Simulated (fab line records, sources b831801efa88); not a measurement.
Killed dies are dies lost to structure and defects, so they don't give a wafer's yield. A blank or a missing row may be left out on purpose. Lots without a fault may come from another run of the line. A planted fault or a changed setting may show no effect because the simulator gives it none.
fab line records | flow gf180mcu
record lots=24 wafers=72 last_day=34
route steps=602 shown SAB@277 V2@404 V3@452 V5@542 PASSIVATION@590
lots that met no fault: from a run of the same line without faults
start_h: hours from the record's first day to the start of the lot's first wafer shown | wait_h: hours since the lot's step before | " the same as in the row above | L1.1+2: a row that stands for several wafers | - no value, or no start given | * or withheld: withheld | < > ~ a bound
route shown NAME@n: a module of which the file shows steps, and the number in the route of the first | usual: mean/standard deviation of fault-free wafers | same: alike in all rows | chamber/n: place in a boat | sites: the reading at each site | _std_site: their standard deviation | _edge_site: outer sites' mean less inner sites' | radius_mm: how far each site lies from the wafer's centre | mask NAME#n: copy n | behind: the tool/chamber that last shaped the wafer | hold: why the lot was held/for how many hours/how that ended | device: the transistor (n, p or np) that didn't switch | end of line: the same wafers' tests at the end of the route | a step without rows: its recipe alone | killed: dies lost to structure and defects at the first sort, not the wafer's yield | map: a wafer's dies, x killed, . not, _ none there
set.NAME: the setting as run; set.NAME@STEP: as run at that earlier step | model.NAME: the simulator's own value behind a step, which no gauge read
steps of the route over a sample of lots; a table a step, a row a wafer
services: from which hour (start_h, from the record's first day; less than 0 if before it) a tool's chamber was out of use, for how many hours, and why
## steps
# step GF_SAB_STRIP_13
# recipe chemistry=O2/N2 power_w=1400 pressure_mtorr=1500 platen_temp_c=250 o2_flow_sccm=3000 n2_flow_sccm=300 overash_fraction=0.5
# usual drypump_motor_current_A=5.76/0.3 heater_power_w=355/22 oes_product_au=0.709/0.0043 strip_time_to_endpoint_s=12.64/0.039
# columns lot.wafer tool chamber start_h wait_h drypump_motor_current_A heater_power_w oes_product_au rf_hours_counter_h strip_time_to_endpoint_s
L074.4 plasma_asher-03 0 333.78 0.0 5.45 322 0.702 - 12.66
L074.5 " 1 " " 5.83 328 0.710 - 12.66
L074.6 " 0 " " 5.44 325 0.712 - 12.63
L075.4 plasma_asher-04 0 348.38 0.0 6.17 354 0.721 - 12.63
L075.5 " 1 " " 5.84 375 0.716 - 12.61
L075.6 " 0 " " 6.19 356 0.704 - 12.57
L076.2 plasma_asher-01 0 357.26 0.0 5.80 376 0.712 68 12.67
L076.3 " 0 " " 5.81 381 0.715 - 12.71
L076.4 " 1 " " 5.27 351 0.710 - 12.68
L077.1 plasma_asher-04 0 360.10 0.0 6.17 344 0.707 69 12.69
L077.2 " 1 " " 5.83 386 0.704 69 12.65
L077.6 " 0 " " 6.18 358 0.706 - 12.69
L078.1 plasma_asher-03 0 374.89 0.0 5.46 320 0.708 62 12.58
L078.4 " 1 " " 5.87 329 0.707 - 12.56
L078.5 " 1 " " 5.83 325 0.706 - 12.58
L079.2 plasma_asher-04 1 380.34 0.0 5.83 384 0.705 71 12.69
L079.4 " 0 " " 6.17 349 0.713 - 12.72
L079.6 " 0 " " 6.17 356 0.708 - 12.72
L080.1 plasma_asher-01 1 384.16 0.0 5.27 335 0.705 71 12.64
L080.4 " 1 " " 5.26 329 0.712 - 12.60
L080.6 " 0 " " 5.77 380 0.712 - 12.62
L081.3 plasma_asher-04 0 404.71 0.0 6.16 354 0.716 - 12.67
L081.5 " 1 " " 5.79 380 0.704 - 12.65
L081.6 " 0 " " 6.16 350 0.711 - 12.69
L082.2 plasma_asher-01 0 406.33 0.0 5.82 369 0.710 73 12.61
L082.5 " 1 " " 5.28 338 0.709 - 12.62
L082.6 " 0 " " 5.79 382 0.706 - 12.55
L083.1 plasma_asher-03 1 413.31 0.0 5.86 328 0.715 66 12.61
L083.3 " 0 " " 5.46 323 0.705 - 12.64
L083.4 " 1 " " 5.86 329 0.704 - 12.63
L084.1 plasma_asher-03 1 427.31 0.0 5.89 344 0.705 68 12.60
L084.3 " 1 " " 5.85 335 0.702 - 12.58
L084.5 " 0 " " 5.46 312 0.705 - 12.59
L085.3 plasma_asher-01 0 436.19 0.0 5.80 374 0.719 - 12.68
L085.5 " 0 " " 5.80 380 0.703 - 12.69
L085.6 " 1 " " 5.29 343 0.708 - 12.70
L086.1 plasma_asher-01 0 443.46 0.0 5.81 374 0.715 77 12.67
L086.4 " 1 " " 5.28 338 0.711 - 12.68
L086.6 " 0 " " 5.81 380 0.708 - 12.68
L087.1 plasma_asher-04 1 453.96 0.0 5.80 374 0.711 2 12.61
L087.2 " 0 " " 6.16 361 0.707 2 12.66
L087.4 " 0 " " 6.17 362 0.708 - 12.60
L088.2 plasma_asher-01 0 465.47 0.0 5.80 378 0.715 80 12.66
L088.3 " 1 " " 5.27 338 0.707 - 12.60
L088.5 " 1 " " 5.28 331 0.703 - 12.65
L089.2 plasma_asher-01 0 472.86 0.0 5.80 384 0.709 80 12.69
L089.3 " 0 " " 5.81 367 0.714 - 12.71
L089.4 " 1 " " 5.26 343 0.713 - 12.71
L090.2 plasma_asher-01 1 476.86 0.0 5.29 340 0.705 81 12.63
L090.5 " 1 " " 5.29 341 0.713 - 12.65
L090.6 " 0 " " 5.82 371 0.706 - 12.64
L091.2 plasma_asher-04 0 486.25 0.0 6.17 361 0.710 6 12.62
L091.4 " 0 " " 6.17 349 0.715 - 12.66
L091.5 " 1 " " 5.78 386 0.708 - 12.63
L092.4 plasma_asher-03 0 493.77 0.0 5.44 316 0.709 - 12.59
L092.5 " 0 " " 5.47 327 0.708 - 12.66
L092.6 " 1 " " 5.83 328 0.710 - 12.61
L093.3 plasma_asher-04 1 502.89 0.0 5.84 381 0.714 - 12.62
L093.5 " 0 " " 6.18 355 0.707 - 12.66
L093.6 " 1 " " 5.84 381 0.707 - 12.64
L094.1 plasma_asher-01 0 506.16 0.0 5.82 376 0.707 83 12.67
L094.2 " 1 " " 5.30 340 0.707 83 12.66
L094.6 " 1 " " 5.27 338 0.707 - 12.64
L095.1 plasma_asher-04 1 516.67 0.0 5.84 385 0.709 9 12.60
L095.2 " 0 " " 6.17 359 0.706 9 12.61
L095.3 " 1 " " 5.81 388 0.706 - 12.63
L096.2 plasma_asher-04 0 527.88 0.0 6.18 348 0.712 10 12.58
L096.3 " 0 " " 6.18 363 0.706 - 12.61
L096.4 " 1 " " 5.83 383 0.712 - 12.62
L097.1 plasma_asher-04 1 534.28 0.0 5.82 384 0.714 11 12.65
L097.5 " 1 " " 5.80 388 0.711 - 12.66
L097.6 " 0 " " 6.18 348 0.705 - 12.59
# step GF_V2_SPUTTER_22
# recipe material=TiN target_thk_nm=10 chamber_pressure_pa=5 power_w=4000 time_s=40
# usual throttle_valve_pct=30.0/1
# columns lot.wafer tool chamber start_h wait_h throttle_valve_pct
L074.4 pvd_sputter-03 - 455.66 0.0 29.9
L074.5 " - " " 28.9
L074.6 " - " " 30.3
L075.4 pvd_sputter-03 - 471.40 0.0 30.5
L075.5 " - " " 28.8
L075.6 " - " " 31.4
L076.2 pvd_sputter-04 - 480.95 0.0 29.6
L076.3 " - " " 31.7
L076.4 " - " " 29.3
L077.1 pvd_sputter-04 - 485.66 0.0 32.0
L077.2 " - " " 28.7
L077.6 " - " " 28.7
L078.1 pvd_sputter-03 - 501.64 0.0 29.8
L078.4 " - " " 30.3
L078.5 " - " " 28.6
L079.2 pvd_sputter-02 - 508.15 0.0 29.9
L079.4 " - " " 29.7
L079.6 " - " " 30.0
L080.1 pvd_sputter-03 - 511.61 0.0 30.4
L080.4 " - " " 29.9
L080.6 " - " " 28.6
L081.3 pvd_sputter-02 - 533.67 0.0 31.2
L081.5 " - " " 29.9
L081.6 " - " " 29.3
L082.2 pvd_sputter-03 - 534.60 0.0 29.0
L082.5 " - " " 31.5
L082.6 " - " " 29.6
L083.1 pvd_sputter-02 - 540.32 0.0 31.3
L083.3 " - " " 29.6
L083.4 " - " " 29.7
L084.1 pvd_sputter-02 - 556.05 0.0 31.4
L084.3 " - " " 29.8
L084.5 " - " " 29.6
L085.3 pvd_sputter-04 - 562.79 0.0 29.3
L085.5 " - " " 29.3
L085.6 " - " " 29.3
L086.1 pvd_sputter-02 - 570.60 0.0 29.6
L086.4 " - " " 29.8
L086.6 " - " " 29.6
L087.1 pvd_sputter-02 - 578.06 0.0 29.6
L087.2 " - " " 29.9
L087.4 " - " " 31.5
L088.2 pvd_sputter-03 - 588.16 0.0 28.4
L088.3 " - " " 29.9
L088.5 " - " " 30.4
L089.2 pvd_sputter-02 - 595.60 0.0 31.4
L089.3 " - " " 29.6
L089.4 " - " " 29.6
L090.2 pvd_sputter-03 - 599.62 0.0 30.4
L090.5 " - " " 31.6
L090.6 " - " " 28.8
L091.2 pvd_sputter-04 - 609.00 0.0 32.0
L091.4 " - " " 29.3
L091.5 " - " " 31.9
L092.4 pvd_sputter-03 - 614.59 0.0 28.8
L092.5 " - " " 28.6
L092.6 " - " " 30.4
L093.3 pvd_sputter-02 - 620.42 0.0 29.6
L093.5 " - " " 29.2
L093.6 " - " " 31.5
L094.1 pvd_sputter-03 - 625.51 0.0 31.6
L094.2 " - " " 30.0
L094.6 " - " " 28.5
L095.1 pvd_sputter-04 - 635.45 0.0 29.7
L095.2 " - " " 28.8
L095.3 " - " " 31.8
L096.2 pvd_sputter-03 - 643.85 0.0 29.8
L096.3 " - " " 30.5
L096.4 " - " " 31.6
L097.1 pvd_sputter-02 - 650.02 0.0 29.7
L097.5 " - " " 31.4
L097.6 " - " " 29.2
# step GF_V3_CVD_23
# recipe material=W target_thk_nm=350 time_s=104.9 temp_c=400 pressure_torr=40
# usual heater_power_w=913/41
# columns lot.wafer tool chamber start_h wait_h heater_power_w
L074.4 cvd_w-01 1 506.73 0.1 974
L074.5 " 1 " " 965
L074.6 " 0 " " 872
L075.4 cvd_w-02 0 522.39 0.1 879
L075.5 " 1 " " 888
L075.6 " 0 " " 865
L076.2 cvd_w-02 0 531.86 0.0 877
L076.3 " 1 " " 897
L076.4 " 0 " " 868
L077.1 cvd_w-02 0 536.29 0.0 873
L077.2 " 1 " " 893
L077.6 " 1 " " 896
L078.1 cvd_w-01 1 552.06 0.0 958
L078.4 " 0 " " 881
L078.5 " 0 " " 876
L079.2 cvd_w-01 1 558.27 0.0 946
L079.4 " 0 " " 878
L079.6 " 0 " " 884
L080.1 cvd_w-01 1 562.65 0.0 962
L080.4 " 0 " " 887
L080.6 " 1 " " 978
L081.3 cvd_w-01 1 582.52 0.1 965
L081.5 " 0 " " 886
L081.6 " 1 " " 953
L082.2 cvd_w-02 0 583.17 0.0 893
L082.5 " 1 " " 888
L082.6 " 0 " " 898
L083.1 cvd_w-01 1 587.45 0.0 989
L083.3 " 1 " " 962
L083.4 " 0 " " 881
L084.1 cvd_w-01 0 602.14 0.0 895
L084.3 " 0 " " 885
L084.5 " 0 " " 890
L085.3 cvd_w-01 1 609.00 0.1 976
L085.5 " 1 " " 945
L085.6 " 0 " " 874
L086.1 cvd_w-01 1 616.10 0.0 959
L086.4 " 1 " " 975
L086.6 " 0 " " 878
L087.1 cvd_w-01 0 622.65 0.0 874
L087.2 " 1 " " 979
L087.4 " 1 " " 958
L088.2 cvd_w-01 1 632.39 0.0 955
L088.3 " 1 " " 978
L088.5 " 1 " " 960
L089.2 cvd_w-01 1 639.38 0.0 969
L089.3 " 0 " " 888
L089.4 " 1 " " 973
L090.2 cvd_w-01 0 643.25 0.0 894
L090.5 " 0 " " 875
L090.6 " 1 " " 994
L091.2 cvd_w-01 0 652.11 0.0 876
L091.4 " 1 " " 947
L091.5 " 1 " " 969
L092.4 cvd_w-01 0 657.06 0.1 886
L092.5 " 0 " " 870
L092.6 " 1 " " 1000
L093.3 cvd_w-01 0 663.41 0.1 886
L093.5 " 1 " " 928
L093.6 " 0 " " 896
L094.1 cvd_w-02 0 668.70 0.0 877
L094.2 " 1 " " 904
L094.6 " 0 " " 893
L095.1 cvd_w-02 1 677.30 0.0 890
L095.2 " 0 " " 867
L095.3 " 1 " " 905
L096.2 cvd_w-01 1 685.78 0.0 963
L096.3 " 1 " " 979
L096.4 " 0 " " 900
L097.1 cvd_w-01 0 691.22 0.0 869
L097.5 " 1 " " 980
L097.6 " 0 " " 899
# step GF_V5_CVD_02
# recipe material=SiO2 target_thk_nm=1450 precursor=TEOS temp_c=400 time_s=163.28 rf_w=600
# usual heater_power_w=663/120
# columns lot.wafer tool chamber start_h wait_h heater_power_w
L074.4 pecvd-03 0 603.88 0.1 619
L074.5 " 2 " " 621
L074.6 " 1 " " 553
L075.4 pecvd-02 1 615.77 0.1 746
L075.5 " 0 " " 666
L075.6 " 2 " " 659
L076.2 pecvd-02 2 624.37 0.0 797
L076.3 " 1 " " 729
L076.4 " 2 " " 662
L077.1 pecvd-04 2 628.79 0.1 707
L077.2 " 0 " " 682
L077.6 " 0 " " 772
L078.1 pecvd-04 1 640.77 0.1 883
L078.4 " 2 " " 567
L078.5 " 1 " " 963
L079.2 pecvd-03 2 647.62 0.0 571
L079.4 " 2 " " 617
L079.6 " 1 " " 538
L080.1 pecvd-02 2 650.57 0.1 712
L080.4 " 2 " " 792
L080.6 " 1 " " 623
L081.3 pecvd-02 2 668.97 0.0 666
L081.5 " 2 " " 749
L081.6 " 1 " " 603
L082.2 pecvd-04 1 669.63 0.0 802
L082.5 " 1 " " 966
L082.6 " 2 " " 729
L083.1 pecvd-02 0 673.89 0.1 704
L083.3 " 2 " " 728
L083.4 " 2 " " 799
L084.1 pecvd-04 0 686.58 0.1 625
L084.3 " 2 " " 693
L084.5 " 1 " " 935
L085.3 pecvd-03 1 693.83 0.0 449
L085.5 " 0 " " 491
L085.6 " 2 " " 486
L086.1 pecvd-04 0 698.85 0.1 626
L086.4 " 0 " " 740
L086.6 " 1 " " 950
L087.1 pecvd-02 1 704.86 0.1 684
L087.2 " 2 " " 673
L087.4 " 1 " " 758
L088.2 pecvd-03 1 715.08 0.0 530
L088.3 " 0 " " 539
L088.5 " 1 " " 441
L089.2 pecvd-03 0 720.06 0.0 642
L089.3 " 2 " " 527
L089.4 " 0 " " 506
L090.2 pecvd-03 1 723.71 0.0 548
L090.5 " 0 " " 486
L090.6 " 1 " " 434
L091.2 pecvd-04 2 732.56 0.0 691
L091.4 " 1 " " 920
L091.5 " 0 " " 769
L092.4 pecvd-03 0 737.21 0.1 507
L092.5 " 2 " " 510
L092.6 " 1 " " 517
L093.3 pecvd-02 1 740.73 0.0 779
L093.5 " 2 " " 799
L093.6 " 1 " " 620
L094.1 pecvd-04 1 746.45 0.1 926
L094.2 " 2 " " 608
L094.6 " 2 " " 696
L095.1 pecvd-04 2 754.51 0.1 703
L095.2 " 1 " " 969
L095.3 " 0 " " 621
L096.2 pecvd-03 2 760.66 0.0 602
L096.3 " 0 " " 607
L096.4 " 0 " " 501
L097.1 pecvd-02 0 765.30 0.1 598
L097.5 " 1 " " 746
L097.6 " 0 " " 686
# step GF_V5_ETCH_17
# recipe chemistry=C4F8/O2/Ar mask_material=KrF target=SiO2 stop_on=TiN source_w=1500 bias_w=1200 pressure_mtorr=40 c4f8_flow_sccm=withheld O2_flow_sccm=6 Ar_flow_sccm=300 time_s=withheld target_depth_a=8550
# usual oes_product_au=0.859/0.0046
# columns lot.wafer tool chamber start_h wait_h oes_product_au
L074.4 rie_diel-01 0 - - 0.856
L074.5 " 0 " " 0.855
L074.6 " 3 " " 0.866
L075.4 rie_diel-01 1 - - 0.859
L075.5 " 0 " " 0.858
L075.6 " 1 " " 0.868
L076.2 rie_diel-02 1 - - 0.859
L076.3 " 0 " " 0.861
L076.4 " 3 " " 0.853
L077.1 rie_diel-01 0 - - 0.853
L077.2 " 2 " " 0.856
L077.6 " 1 " " 0.859
L078.1 rie_diel-02 1 - - 0.864
L078.4 " 0 " " 0.862
L078.5 " 2 " " 0.852
L079.2 rie_diel-04 3 - - 0.866
L079.4 " 1 " " 0.859
L079.6 " 2 " " 0.860
L080.1 rie_diel-01 0 - - 0.852
L080.4 " 1 " " 0.860
L080.6 " 1 " " 0.857
L081.3 rie_diel-04 1 - - 0.856
L081.5 " 1 " " 0.856
L081.6 " 0 " " 0.870
L082.2 rie_diel-02 0 - - 0.863
L082.5 " 3 " " 0.863
L082.6 " 2 " " 0.857
L083.1 rie_diel-01 2 - - 0.863
L083.3 " 0 " " 0.869
L083.4 " 1 " " 0.858
L084.1 rie_diel-01 2 - - 0.854
L084.3 " 1 " " 0.857
L084.5 " 1 " " 0.859
L085.3 rie_diel-01 2 - - 0.859
L085.5 " 0 " " 0.853
L085.6 " 1 " " 0.860
L086.1 rie_diel-02 2 - - 0.852
L086.4 " 1 " " 0.855
L086.6 " 2 " " 0.866
L087.1 rie_diel-01 3 - - 0.860
L087.2 " 2 " " 0.862
L087.4 " 1 " " 0.859
L088.2 rie_diel-02 2 - - 0.863
L088.3 " 3 " " 0.852
L088.5 " 0 " " 0.861
L089.2 rie_diel-04 2 - - 0.862
L089.3 " 0 " " 0.852
L089.4 " 1 " " 0.861
L090.2 rie_diel-04 2 - - 0.857
L090.5 " 1 " " 0.863
L090.6 " 0 " " 0.862
L091.2 rie_diel-01 2 - - 0.852
L091.4 " 3 " " 0.853
L091.5 " 1 " " 0.870
L092.4 rie_diel-04 0 - - 0.862
L092.5 " 2 " " 0.857
L092.6 " 3 " " 0.868
L093.3 rie_diel-04 2 - - 0.858
L093.5 " 3 " " 0.854
L093.6 " 0 " " 0.855
L094.1 rie_diel-02 3 - - 0.858
L094.2 " 1 " " 0.853
L094.6 " 0 " " 0.861
L095.1 rie_diel-04 2 - - 0.861
L095.2 " 3 " " 0.860
L095.3 " 1 " " 0.856
L096.2 rie_diel-02 0 - - 0.862
L096.3 " 1 " " 0.856
L096.4 " 3 " " 0.856
L097.1 rie_diel-04 0 - - 0.857
L097.5 " 3 " " 0.867
L097.6 " 2 " " 0.858
# step GF_PASSIVATION_THK_MEAS_03
# recipe reads=Si3N4_of_PASSIVATION_CVD_02
# usual PASSIVATION_CVD_02_THK=705/9.8
# columns lot.wafer tool chamber start_h wait_h PASSIVATION_CVD_02_THK[nm]
L074.4 film_metro-01 - 648.27 0.0 705
L074.5 " - " " 718
L074.6 " - " " 713
L075.4 film_metro-03 - 659.74 0.0 735
L075.5 " - " " 723
L075.6 " - " " 712
L076.2 film_metro-01 - 668.04 0.2 696
L076.3 " - " " 690
L076.4 " - " " 705
L077.1 film_metro-01 - 671.78 0.1 717
L077.2 " - " " 716
L077.6 " - " " 725
L078.1 film_metro-02 - 684.15 0.1 707
L078.4 " - " " 717
L078.5 " - " " 710
L079.2 film_metro-02 - 690.17 0.2 710
L079.4 " - " " 723
L079.6 " - " " 729
L080.1 film_metro-01 - 692.91 0.1 706
L080.4 " - " " 719
L080.6 " - " " 721
L081.3 film_metro-02 - 710.19 0.2 704
L081.5 " - " " 708
L081.6 " - " " 711
L082.2 film_metro-02 - 711.18 0.2 700
L082.5 " - " " 701
L082.6 " - " " 712
L083.1 film_metro-02 - 714.57 0.1 704
L083.3 " - " " 697
L083.4 " - " " 710
L084.1 film_metro-01 - 726.86 0.1 699
L084.3 " - " " 703
L084.5 " - " " 704
L085.3 film_metro-01 - 733.44 0.2 713
L085.5 " - " " 716
L085.6 " - " " 721
L086.1 film_metro-02 - 737.61 0.2 701
L086.4 " - " " 709
L086.6 " - " " 708
L087.1 film_metro-01 - 743.13 0.1 702
L087.2 " - " " 711
L087.4 " - " " 726
L088.2 film_metro-01 - 753.40 0.2 688
L088.3 " - " " 692
L088.5 " - " " 708
L089.2 film_metro-01 - 758.19 0.2 692
L089.3 " - " " 682
L089.4 " - " " 698
L090.2 film_metro-02 - 761.12 0.2 709
L090.5 " - " " 708
L090.6 " - " " 719
L091.2 film_metro-02 - 770.08 0.2 698
L091.4 " - " " 706
L091.5 " - " " 702
L092.4 film_metro-01 - 774.18 0.2 712
L092.5 " - " " 708
L092.6 " - " " 709
L093.3 film_metro-01 - 777.28 0.2 698
L093.5 " - " " 704
L093.6 " - " " 713
L094.1 film_metro-02 - 779.78 0.1 697
L094.2 " - " " 688
L094.6 " - " " 711
L095.1 film_metro-03 - 790.71 0.1 710
L095.2 " - " " 695
L095.3 " - " " 701
L096.2 film_metro-01 - 797.32 0.2 699
L096.3 " - " " 700
L096.4 " - " " 708
L097.1 film_metro-01 - 800.85 0.1 692
L097.5 " - " " 703
L097.6 " - " " 696
## services
# columns tool chamber start_h hours kind
rie_diel-01 0 312.74 2.6 repair
rie_diel-01 - 317.79 0.7 repair
pecvd-03 - 326.19 0.4 repair
rie_diel-01 2 342.49 5.4 repair
rie_diel-01 3 366.21 5.5 repair
cvd_w-01 - 390.00 14.0 pm
pvd_sputter-02 - 400.02 2.0 repair
plasma_asher-04 - 421.25 9.0 pm
rie_diel-01 3 438.59 13.3 repair
rie_diel-01 3 515.46 3.3 repair
cvd_w-01 - 520.15 6.9 pm
pvd_sputter-03 - 528.77 2.3 repair
rie_diel-01 2 529.65 5.2 repair
plasma_asher-04 - 576.93 1.4 repair
rie_diel-01 3 578.89 19.4 repair
pvd_sputter-02 - 623.42 0.7 repair
plasma_asher-01 - 640.25 7.8 repair
pvd_sputter-02 - 654.66 1.7 repair
rie_diel-01 1 671.76 1.5 repair
plasma_asher-01 - 707.40 1.2 repair
pvd_sputter-02 - 723.93 13.8 repair
plasma_asher-04 - 730.60 0.4 repair
plasma_asher-01 - 733.75 9.0 pm
plasma_asher-04 - 770.11 2.3 repair
## key
fault none
